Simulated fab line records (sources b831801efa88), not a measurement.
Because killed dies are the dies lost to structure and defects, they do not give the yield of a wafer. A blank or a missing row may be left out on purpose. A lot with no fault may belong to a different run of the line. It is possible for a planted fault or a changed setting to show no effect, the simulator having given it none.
Which tool did it? + flow sky130 + 33 wafers from 11 lots sampled at 5 of the route's 708 steps

## WHAT EACH GAUGE READ, for each wafer
SKY_NWELL_OVL_MEAS_10.
| lot  | measured     | on         | NWELL_00_OVL (nm) |
|------|--------------|------------|-------------------|
| L643 | day 5 05:28  | overlay-01 | -1.5 -2.9 -2.6    |
| L645 | day 5 22:20  | overlay-02 | 0.5 -2.3 -1.0     |
| L647 | day 6 10:35  | overlay-02 | 2.7 1.1 -1.8      |
| L646 | day 6 11:28  | overlay-02 | 0.1 1.0 -0.7      |
| L648 | day 6 20:14  | overlay-01 | 0.8 -0.6 0.3      |
| L649 | day 6 22:35  | overlay-02 | -0.2 -0.4 -1.4    |
| L651 | day 7 07:40  | overlay-01 | -1.0 0.0 -0.9     |
| L652 | day 7 12:22  | overlay-02 | 0.5 1.4 0.9       |
| L653 | day 7 17:47  | overlay-02 | -0.3 -1.2 -0.7    |
| L658 | day 9 08:16  | overlay-01 | 1.3 1.2 1.2       |
| L663 | day 10 05:43 | overlay-01 | -2.7 0.3 -2.0     |

SKY_CONTACT_THK_MEAS_03.
| lot  | measured     | on            | CONTACT_HDPCVD_THK (nm) |
|------|--------------|---------------|-------------------------|
| L643 | day 31 10:35 | film metro-01 | 567 567 564             |
| L645 | day 32 09:34 | film metro-02 | 570 576 576             |
| L647 | day 33 05:41 | film metro-03 | 564 562 558             |
| L646 | day 33 09:29 | film metro-02 | 557 559 568             |
| L648 | day 33 14:22 | film metro-01 | 563 567 564             |
| L649 | day 33 21:05 | film metro-02 | 567 566 564             |
| L651 | day 34 03:40 | film metro-01 | 568 568 566             |
| L652 | day 34 16:13 | film metro-03 | 569 570 562             |
| L653 | day 34 21:27 | film metro-01 | 556 560 568             |
| L658 | day 36 22:23 | film metro-01 | 576 575 452             |
| L663 | day 37 17:31 | film metro-02 | 444 564 569             |

## EACH LOT AND THE TOOL THAT RAN IT (in order: tool; ch and the chambers of the sampled wafers; start)
| lot  | SKY_LI_CONTACT_STRIP_16              | SKY_LI_CONTACT_SPUTTER_19    | SKY_CONTACT_HDPCVD_02            |
|------|--------------------------------------|------------------------------|----------------------------------|
| L643 | plasma asher-03 ch 0,1, day 30 05:17 | pvd sputter-01, day 30 05:35 | hdpcvd-01 ch 0,1,2, day 31 10:31 |
| L645 | plasma asher-03 ch 0,1, day 31 04:07 | pvd sputter-02, day 31 04:25 | hdpcvd-01 ch 0,1,2, day 32 09:29 |
| L647 | plasma asher-02 ch 0,1, day 32 00:23 | pvd sputter-02, day 32 00:39 | hdpcvd-02 ch 0,1,2, day 33 05:37 |
| L646 | plasma asher-02 ch 0,1, day 32 04:18 | pvd sputter-02, day 32 04:35 | hdpcvd-02 ch 1,2, day 33 09:25   |
| L648 | plasma asher-03 ch 0,1, day 32 09:06 | pvd sputter-01, day 32 09:24 | hdpcvd-02 ch 0,1, day 33 14:17   |
| L649 | plasma asher-01 ch 0,1, day 32 15:22 | pvd sputter-03, day 32 15:38 | hdpcvd-01 ch 0,1, day 33 20:59   |
| L651 | plasma asher-03 ch 1, day 32 22:54   | pvd sputter-02, day 32 23:13 | hdpcvd-01 ch 1, day 34 03:34     |
| L652 | plasma asher-02 ch 0,1, day 33 11:20 | pvd sputter-01, day 33 11:38 | hdpcvd-02 ch 0,2, day 34 16:09   |
| L653 | plasma asher-03 ch 0,1, day 33 16:17 | pvd sputter-01, day 33 16:36 | hdpcvd-02 ch 0,1, day 34 21:22   |
| L658 | plasma asher-01 ch 0,1, day 35 18:47 | pvd sputter-01, day 35 19:03 | hdpcvd-01 ch 0,2, day 36 22:18   |
| L663 | plasma asher-02 ch 0,1, day 36 13:03 | pvd sputter-03, day 36 13:20 | hdpcvd-01 ch 1,2, day 37 17:27   |
- SKY_LI_CONTACT_STRIP_16: strips in O2/N2.
- SKY_LI_CONTACT_SPUTTER_19: material Ti, target thk 20 nm, time 106.37 s.
- SKY_CONTACT_HDPCVD_02: deposits SiO2, target thk 565 nm, time 94.2 s.

## WHAT THE TOOLS THEMSELVES READ (means of the sampled wafers that have a number; where no wafer has one, the mark that the record gives instead)
SKY_LI_CONTACT_STRIP_16.
| lot  | tool            | drypump motor current A (A) | oes product au (a.u.) | strip time to endpoint s (s) |
|------|-----------------|-----------------------------|-----------------------|------------------------------|
| L643 | plasma asher-03 | 5.6                         | 0.373                 | 3.52                         |
| L645 | plasma asher-03 | 5.6                         | 0.380                 | 3.52                         |
| L647 | plasma asher-02 | 5.4                         | 0.379                 | 3.50                         |
| L646 | plasma asher-02 | 5.4                         | 0.376                 | 3.50                         |
| L648 | plasma asher-03 | 5.6                         | 0.377                 | 3.54                         |
| L649 | plasma asher-01 | 5.6                         | 0.381                 | 3.52                         |
| L651 | plasma asher-03 | 5.6                         | 0.377                 | 3.50                         |
| L652 | plasma asher-02 | 5.4                         | 0.378                 | 3.48                         |
| L653 | plasma asher-03 | 5.6                         | 0.375                 | 3.52                         |
| L658 | plasma asher-01 | 5.6                         | 0.373                 | 3.50                         |
| L663 | plasma asher-02 | 5.1                         | 0.376                 | 3.50                         |

SKY_LI_CONTACT_SPUTTER_19.
| lot  | tool           | cathode dc power W (W) | throttle valve pct (%) |
|------|----------------|------------------------|------------------------|
| L643 | pvd sputter-01 | 2500.2                 | 30.6                   |
| L645 | pvd sputter-02 | 2500.0                 | 30.0                   |
| L647 | pvd sputter-02 | 2499.6                 | 29.5                   |
| L646 | pvd sputter-02 | 2500.2                 | 30.1                   |
| L648 | pvd sputter-01 | 2499.6                 | 29.8                   |
| L649 | pvd sputter-03 | 2499.8                 | 30.7                   |
| L651 | pvd sputter-02 | 2500.1                 | 30.3                   |
| L652 | pvd sputter-01 | 2499.9                 | 31.3                   |
| L653 | pvd sputter-01 | 2499.8                 | 31.9                   |
| L658 | pvd sputter-01 | 2500.4                 | 30.4                   |
| L663 | pvd sputter-03 | 2499.9                 | 30.9                   |

SKY_CONTACT_HDPCVD_02.
| lot  | tool      | run length s (s) | susceptor temp C (C) |
|------|-----------|------------------|----------------------|
| L643 | hdpcvd-01 | 122.5            | 599.75               |
| L645 | hdpcvd-01 | 122.5            | 600.22               |
| L647 | hdpcvd-02 | 121.7            | 600.40               |
| L646 | hdpcvd-02 | 122.0            | 599.60               |
| L648 | hdpcvd-02 | 121.9            | 599.79               |
| L649 | hdpcvd-01 | 122.3            | 599.95               |
| L651 | hdpcvd-01 | 122.3            | 600.19               |
| L652 | hdpcvd-02 | 121.7            | 599.86               |
| L653 | hdpcvd-02 | 121.5            | 600.35               |
| L658 | hdpcvd-01 | 115.5            | 599.42               |
| L663 | hdpcvd-01 | 115.3            | 599.88               |

## THE ANSWER, worked out from the rows above alone
Rule: the lots themselves supply what counts as usual. Put in order of their means at a reading, lots are off if they are a third of the lots or fewer, leave a main group of 4 or more, and stand apart from it by a gap of 3 or more times the standard deviation of the main group's means; of several such gaps the widest counts. Not used: any main group whose means are identical at the precision the tables above print for the reading. A lot without any number at a reading at which 4 lots or more have one is off too. All remaining lots with rows at the step are treated as sound. Order of review: gauges by route order, followed by the tools' own readings, for which a lot's mean as printed above is used. At the first step where some lot is off, the reading lying furthest off is the one used; lots without a number count as furthest.
Off: L658, L663, seen at SKY_CONTACT_THK_MEAS_03 (CONTACT_HDPCVD_THK). Mean 565 nm and standard deviation 3.8 in the main group.
A tool fits if, at a process step before that reading, it ran every lot that is off, and no sound lot after the first of them. Not tried: the gauges at SKY_CONTACT_THK_MEAS_03; whatever is off there is also off at SKY_CONTACT_HDPCVD_02, on other tools, and gauge error can't account for it. One fits: hdpcvd-01 at SKY_CONTACT_HDPCVD_02. A fault onset in the window from L651 (day 34 03:34, its last sound lot) to L658 (day 36 22:18, its first lot off) fits.
The tool's own readings at SKY_CONTACT_HDPCVD_02 bear it out: on the lots that are off they differ by more than 5 times the standard deviation of the sound lots' means. run length s reads 115.4 s there against 122.0 s on the sound lots.

## WHAT WAS PUT IN BY THE SIMULATOR
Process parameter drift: hdpcvd-01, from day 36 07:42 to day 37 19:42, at SKY_CONTACT_HDPCVD_02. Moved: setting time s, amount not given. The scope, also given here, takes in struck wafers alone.
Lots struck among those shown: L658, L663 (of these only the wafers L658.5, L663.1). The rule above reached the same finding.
